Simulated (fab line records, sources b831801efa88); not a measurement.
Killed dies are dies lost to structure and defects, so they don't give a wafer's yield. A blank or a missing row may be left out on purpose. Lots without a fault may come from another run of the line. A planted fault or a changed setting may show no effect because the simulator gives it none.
Which tool did it? | flow sky130 | 13 lots, 39 wafers sampled, at 5 steps of a route of 708

WHAT THE GAUGES READ, wafer by wafer
SKY_VT_ADJUST_HVTR_OVL_MEAS_08.
lot  | measured     | on         | VT_ADJUST_HVTR_OVL (nm)
L802 | day 9 11:59  | overlay-02 | 0.6 -0.9 0.5
L806 | day 10 13:06 | overlay-01 | -1.7 -1.6 -2.8
L808 | day 11 06:14 | overlay-01 | -1.8 -0.6 0.1
L809 | day 11 10:41 | overlay-02 | 0.2 -1.0 -1.1
L810 | day 12 01:47 | overlay-02 | -2.8 -2.6 -1.0
L812 | day 12 06:50 | overlay-01 | 1.7 3.6 1.0
L813 | day 12 08:35 | overlay-02 | 3.1 3.6 4.4
L814 | day 13 03:43 | overlay-01 | 0.4 -0.5 -3.4
L816 | day 13 13:23 | overlay-01 | -2.5 0.4 -3.5
L817 | day 14 03:42 | overlay-01 | 1.0 1.0 0.9
L820 | day 14 14:16 | overlay-01 | 1.1 0.6 0.6
L822 | day 15 08:13 | overlay-01 | -0.3 -0.7 1.1
L823 | day 15 16:06 | overlay-01 | -0.9 -1.5 -1.5

SKY_SONOS_TUNNEL_OVL_MEAS_08.
lot  | measured     | on         | SONOS_TUNNEL_OVL (nm)
L802 | day 11 07:15 | overlay-02 | 2.3 2.8 4.4
L806 | day 12 09:56 | overlay-01 | 0.0 0.8 0.6
L808 | day 13 05:41 | overlay-01 | -0.7 -0.3 0.6
L809 | day 13 10:41 | overlay-01 | -1.8 0.1 -0.9
L810 | day 14 03:18 | overlay-01 | -1.2 -3.8 -3.3
L812 | day 14 08:51 | overlay-01 | -1.0 -0.1 1.7
L813 | day 14 10:12 | overlay-01 | 0.9 0.9 1.1
L814 | day 15 07:18 | overlay-01 | -1.1 0.4 -1.8
L816 | day 15 19:47 | overlay-02 | 0.2 1.4 1.9
L817 | day 16 10:56 | overlay-02 | -2.6 -0.1 -1.0
L820 | day 16 23:12 | overlay-02 | -1.3 -2.3 1.4
L822 | day 17 18:02 | overlay-02 | 0.9 1.6 1.2
L823 | day 18 01:23 | overlay-02 | -0.9 -2.2 -0.9

SKY_GATE_OXIDE_THK_MEAS_02.
lot  | measured     | on            | GATE_OXIDE_OXIDATION_00_THK (nm)
L802 | day 12 17:53 | film_metro-01 | 10.47 10.43 10.29
L806 | day 13 22:37 | film_metro-02 | 10.23 10.26 9.94
L808 | day 14 14:13 | film_metro-01 | 10.16 10.21 10.20
L809 | day 14 20:26 | film_metro-02 | 10.49 10.32 10.44
L810 | day 15 16:25 | film_metro-03 | 10.44 10.64 10.65
L812 | day 15 20:35 | film_metro-02 | 10.84 10.68 10.64
L813 | day 15 23:44 | film_metro-03 | 10.42 10.33 10.27
L814 | day 16 17:03 | film_metro-01 | 10.25 10.12 10.37
L816 | day 17 09:31 | film_metro-02 | 10.17 10.19 10.22
L817 | day 18 03:22 | film_metro-01 | 10.24 10.26 10.18
L820 | day 18 14:29 | film_metro-01 | 10.58 10.56 10.58
L822 | day 19 06:05 | film_metro-01 | 9.60 9.52 9.39 9.57 9.44 9.44
L823 | day 19 16:15 | film_metro-01 | 9.40 9.62 9.60 9.39 9.70 9.54

SKY_POLY_GATE_THK_MEAS_04.
lot  | measured     | on            | POLY_GATE_CVD_03_THK (nm)
L802 | day 15 04:05 | film_metro-04 | 75.4 74.9 75.3
L806 | day 16 12:33 | film_metro-03 | 76.0 75.6 75.9
L808 | day 17 02:31 | film_metro-03 | 75.5 75.2 75.7
L809 | day 17 09:14 | film_metro-01 | 75.3 75.1 75.4
L810 | day 18 16:36 | film_metro-04 | 75.3 74.9 74.9
L812 | day 18 16:36 | film_metro-01 | 74.4 75.0 74.9
L813 | day 18 16:40 | film_metro-03 | 75.5 75.1 75.2
L814 | day 19 09:09 | film_metro-01 | 75.3 75.0 75.2
L816 | day 20 07:01 | film_metro-01 | 75.0 74.5 74.9
L817 | day 20 20:55 | film_metro-03 | 74.5 74.1 73.8
L820 | day 21 08:54 | film_metro-04 | 74.8 74.3 74.9
L822 | day 22 01:07 | film_metro-01 | 77.0 77.3 77.1
L823 | day 22 11:49 | film_metro-03 | 75.8 76.0 75.5

WHICH TOOL RAN EACH LOT (tool, then ch and the chambers of the sampled wafers, then the start)
lot  | SKY_GATE_OXIDE_OXIDATION_01
L802 | furnace-02 ch 0, day 12 16:29
L806 | furnace-02 ch 0, day 13 21:13
L808 | furnace-02 ch 0, day 14 12:47
L809 | furnace-02 ch 0, day 14 19:01
L810 | furnace-02 ch 0, day 15 15:01
L812 | furnace-02 ch 0, day 15 19:11
L813 | furnace-01 ch 0, day 15 22:19
L814 | furnace-01 ch 0, day 16 15:38
L816 | furnace-02 ch 0, day 17 08:07
L817 | furnace-02 ch 0, day 18 01:58
L820 | furnace-02 ch 0, day 18 13:05
L822 | furnace-01 ch 0, day 19 04:40
L823 | furnace-01 ch 0, day 19 14:50
- SKY_GATE_OXIDE_OXIDATION_01: stabilise 600 s, purge 300 s, target thk 10.268 nm.

WHAT THE TOOLS THEMSELVES READ (means of the sampled wafers that have a number; where no wafer has one, the mark that the record gives instead)
SKY_GATE_OXIDE_OXIDATION_01.
lot  | tool       | spike_tc_upper_C (C) | zone_power_lower_pct (%)
L802 | furnace-02 | 901.1                | 19.1
L806 | furnace-02 | 899.7                | 19.1
L808 | furnace-02 | 901.0                | 19.1
L809 | furnace-02 | 900.4                | 19.2
L810 | furnace-02 | 900.8                | 19.0
L812 | furnace-02 | 900.4                | 19.1
L813 | furnace-01 | 901.6                | 19.7
L814 | furnace-01 | 901.0                | 19.8
L816 | furnace-02 | 900.8                | 18.9
L817 | furnace-02 | 901.2                | 19.1
L820 | furnace-02 | 900.4                | 18.9
L822 | furnace-01 | 902.9                | 20.0
L823 | furnace-01 | 902.3                | 19.8

THE ANSWER, worked out from the rows above alone
Rule: what is usual is taken from the lots themselves. Put in order of their means at a reading, lots are off if they are a third of the lots or fewer, leave a main group of 4 or more, and stand apart from it by a gap of 3 or more times the standard deviation of the main group's means; of several such gaps the widest counts. A main group whose means are all the same, to the digits that the tables above print for the reading, isn't used. A lot without any number at a reading at which 4 lots or more have one is off too. The other lots that the step has rows for count as sound. The gauges are gone through in route order, then the tools' own readings, and for those a lot's mean is taken as printed above. The first step at which some lot is off is used, and at that step the reading that is off furthest; a lot without a number counts as furthest.
Off: L822, L823, at SKY_GATE_OXIDE_THK_MEAS_02 (GATE_OXIDE_OXIDATION_00_THK). The main group: mean 10.37 nm, standard deviation 0.18.
A tool fits if, at a process step before that reading, it ran every lot that is off, and no sound lot after the first of them. The gauges at SKY_GATE_OXIDE_THK_MEAS_02 aren't tried: what is off there is off at SKY_GATE_OXIDE_OXIDATION_01 too, on other tools, and a gauge's error can't cause that. One fits: furnace-01 at SKY_GATE_OXIDE_OXIDATION_01. Its last sound lot is L814 (day 16 15:38), its first lot that is off L822 (day 19 04:40): a fault that began between those two fits.

WHAT THE SIMULATOR HAD PUT IN
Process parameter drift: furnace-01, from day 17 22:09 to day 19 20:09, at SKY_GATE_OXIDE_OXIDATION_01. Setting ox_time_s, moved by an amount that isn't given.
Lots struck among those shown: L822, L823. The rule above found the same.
